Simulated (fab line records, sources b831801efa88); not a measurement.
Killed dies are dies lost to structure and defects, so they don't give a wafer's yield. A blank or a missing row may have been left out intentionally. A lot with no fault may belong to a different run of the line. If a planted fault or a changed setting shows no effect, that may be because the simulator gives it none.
Comparing a struck lot with a sound one | flow gf180mcu | 28 steps out of a route of 602
Sound: these wafers, L525.1, L525.2, L525.3. Struck: wafer L535.3; the same lot's L535.6 was not struck, so it is left out; see the end for the cause.
At each step with rows: each side's tool, then ch and its chambers, then its first start. Under that, the readings that differ: sound wafers | struck wafers | difference of the means | sigmas: that difference in standard deviations of wafers without a fault.
alike: readings with means less than 2 such deviations apart, plus words and numbers identical on both sides. not compared: withheld readings, readings lacking a value on some wafer, bounds such as >300 that could conceal the same value, and numbers that have no deviation in the record and whose values overlap.
A row with sigmas, a row that says differs or no value, or rows on one side alone: a step with any of these is where the two part. When numbers do not overlap yet have no deviation, they are printed without sigmas and do not part them. A reading missing from all wafers of one side parts the sides only when that side holds two or more wafers.

first, 8 steps without rows for these wafers: GF_M1_PEB_12 (peb time 90 s); GF_M1_DEVELOP_13 (develop time 60 s); GF_M1_METAL_ETCH_16 (etches the open film in Cl2/BCl3, stops on SiO2, target depth 750.8 nm, time 125.1 s); GF_M1_STRIP_17 (strips in O2/N2); GF_M1_STRIP_18 (strips in post etch residue remover, time 1200 s); GF_M1_CLEAN_19 (cleans in DIW); GF_V1_CVD_00 (deposits SiO2, target thk 600 nm, time 100 s); GF_V1_CVD_02 (deposits SiO2 from TEOS, target thk 850 nm, time 94.851 s).
GF_V1_CMP_04: polishes SiO2.
  sound on cmp-02 ch 0,1,2, day 18 20:50; struck on cmp-02 ch 3, day 22 05:46
  reading                             | sound           | struck | difference | sigmas
  time-to-endpoint-s (s)              | 77 76 71        | 100    | +25        | +5
  model.SiO2_of_V1_CVD_02.thk-nm (nm) | 631.3 633.6 633 | 705.5  | +72.9      |
  alike: motor-current-A
then, 9 steps without rows for these wafers: GF_V1_DEHYDRATE_06 (time 60 s); GF_V1_HMDS_07 (prime time 60 s); GF_V1_COAT_08; GF_V1_COAT_09 (resist thk 1000 nm); GF_V1_SOFTBAKE_10 (time 60 s); GF_V1_EXPOSE_11 (exposes mask Via1, target cd 260 nm); GF_V1_PEB_12 (peb time 90 s); GF_V1_DEVELOP_13 (develop time 60 s); GF_V1_ETCH_16 (etches BARC in N2/H2).
GF_V1_ETCH_17: etches SiO2 in C4F8/O2/Ar, stops on TiN, target depth 630 nm.
  sound on rie-diel-04 ch 1,2,3; struck on rie-diel-03 ch 1
  reading                        | sound             | struck | difference | sigmas
  oes-product-au (a.u.)          | 0.849 0.866 0.858 | 0.906  | +0.048     | +10
  model.V1.feature-depth-nm (nm) | 631.3 633.6 633   | 705.5  | +72.9      |
  model.etch.depth-nm (nm)       | 631.3 633.6 633   | 705.5  | +72.9      |
then, 6 steps without rows for these wafers: GF_V1_STRIP_18 (strips in O2/N2); GF_V1_STRIP_19 (strips in post etch residue remover, time 1200 s); GF_V1_CLEAN_20 (cleans in DIW); GF_V1_SPUTTER_21 (material Ti, target thk 15 nm, time 80.02 s); GF_V1_SPUTTER_22 (material TiN, target thk 10 nm, time 40 s); GF_V1_CVD_23 (deposits W, target thk 350 nm, time 105.05 s).
GF_V1_CMP_26: polishes, stops on SiO2, t overpolish 15 s, target thk 0 nm.
  sound on cmp-02 ch 0,1,2, day 19 22:45; struck on cmp-02 ch 2, day 23 07:35
  reading                             | sound             | struck | difference | sigmas
  model.SiO2_of_V1_CVD_02.thk-nm (nm) | 627.5 629.8 629.2 | 701.8  | +73.0      |
  alike: motor-current-A
then, 1 step without rows for these wafers: GF_M2_SPUTTER_00 (material Ti, target thk 37.5 nm, time 150 s).
-- the record jumps here: 10 days lie between the struck wafers' starts before and after (it left off in module M2 and takes up again in module PASSIVATION, whose first step shown is number 602 of the route) --
GF_PASSIVATION_PROBE_99:
  the record has rows for the struck wafers here (prober-02, day 33 03:04) and none for the sound ones

== WHERE THEY PART ==
Earliest at GF_V1_CMP_04; latest, in this record, at GF_PASSIVATION_PROBE_99.

WHY: whatever the simulator had introduced
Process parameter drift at GF_V1_CMP_04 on cmp-02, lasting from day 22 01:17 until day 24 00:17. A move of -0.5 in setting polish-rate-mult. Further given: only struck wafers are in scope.
